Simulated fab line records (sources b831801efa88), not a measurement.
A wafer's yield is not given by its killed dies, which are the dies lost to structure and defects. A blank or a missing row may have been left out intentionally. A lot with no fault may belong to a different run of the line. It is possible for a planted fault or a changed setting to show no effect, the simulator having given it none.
2 desks, one fault || flow gf180mcu || each desk holds nothing but its own numbers, with what lay behind them at the end

AT THE METROLOGY DESK
Lot by lot, what the gauges showed, no matter which tool ran the lot: averages of those sampled wafers that carry a number. Marked OUT: a lot whose mean sits more than 4 standard deviations from the usual mean, which makes it out of limits; the brackets give that distance.
Columns: A = cd_nm at GF_M3_CD_MEAS_14, usual 279.8 nm; B = V3_OVL at GF_V3_OVL_MEAS_15, usual 1 nm; C = M4_ALCU_RS at GF_M4_RS_MEAS_05, usual 0.0695 ohm/sq; D = M4_ALCU_THK at GF_M4_THK_MEAS_06, usual 451 nm; E = M4_OVL at GF_M4_OVL_MEAS_15, usual -5 nm
{"lot": "L496", "first seen here": "day 21 07:17", "A": 279.4, "B": 1, "C": 0.0693, "D": 450, "E": -7}
{"lot": "L497", "first seen here": "day 21 17:55", "A": 281.6, "B": 2, "C": 0.0703, "D": 442, "E": -1}
{"lot": "L500", "first seen here": "day 22 20:20", "A": 281.2, "B": -6, "C": 0.0709, "D": 444, "E": -1}
{"lot": "L501", "first seen here": "day 23 07:04", "A": 280.2, "B": 5, "C": 0.0701, "D": 448, "E": 1}
{"lot": "L502", "first seen here": "day 23 12:19", "A": 278.9, "B": -7, "C": 0.0694, "D": 453, "E": -13}
{"lot": "L503", "first seen here": "day 23 22:46", "A": 279.9, "B": -3, "C": 0.0686, "D": 459, "E": -11}
{"lot": "L504", "first seen here": "day 24 07:29", "A": 280.4, "B": 4, "C": 0.0709, "D": 437, "E": -1}
{"lot": "L510", "first seen here": "day 26 07:07", "A": 278.9, "B": 4, "C": "0.0784 (+10) OUT", "D": "406 (-6.9) OUT", "E": -5}
{"lot": "L513", "first seen here": "day 27 04:57", "A": 278.9, "B": 1, "C": 0.0693, "D": 452, "E": -1}
{"lot": "L515", "first seen here": "day 27 18:27", "A": 281.4, "B": 2, "C": 0.0698, "D": 446, "E": -4}
{"lot": "L516", "first seen here": "day 27 23:37", "A": 277.4, "B": -3, "C": 0.0685, "D": 454, "E": -8}
{"lot": "L519", "first seen here": "day 29 00:18", "A": 280.8, "B": -2, "C": 0.0700, "D": 447, "E": -5}
Finding of this desk: L510 out of limits, first seen on L510 at day 27 06:58 (M4_ALCU_RS at GF_M4_RS_MEAS_05). In limits: L496, L497, L500, L501, L502, L503, L504, L513, L515, L516, L519.

FOR THE TOOL OWNER'S DESK: pvd_sputter-01
The tool's own readings at GF_M4_SPUTTER_02 (material AlCu, target thk 450 nm, time 23.9 s): means of the sampled wafers that have a number, for each lot that ran on this tool. Marked OUT: a lot whose mean sits more than 4 standard deviations from the usual mean, which makes it out of limits; the brackets give that distance.
Columns: A = throttle_valve_pct at GF_M4_SPUTTER_02, usual 30.2 %
{"lot": "L500", "first seen here": "day 23 22:32", "A": 30.4}
{"lot": "L501", "first seen here": "day 24 08:46", "A": 30.1}
{"lot": "L504", "first seen here": "day 25 08:39", "A": 30.5}
{"lot": "L510", "first seen here": "day 27 06:53", "A": 30.5}
This desk found nothing out of limits on any of the 4 lots.

PUT TOGETHER
An alarm was possible from the metrology desk at day 27 06:58, on L510.
Nothing out of limits was seen by the tool owner's desk.
On record at the tool owner's desk: L510, within its limits.
On pvd_sputter-01, each named lot ran GF_M4_SPUTTER_02.

WHAT HAD BEEN PUT IN BY THE SIMULATOR
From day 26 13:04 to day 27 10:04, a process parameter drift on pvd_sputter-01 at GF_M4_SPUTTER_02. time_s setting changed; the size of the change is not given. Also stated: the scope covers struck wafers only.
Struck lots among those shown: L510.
Hours from the fault's start to each desk's first reading out of limits: the metrology desk, 18.
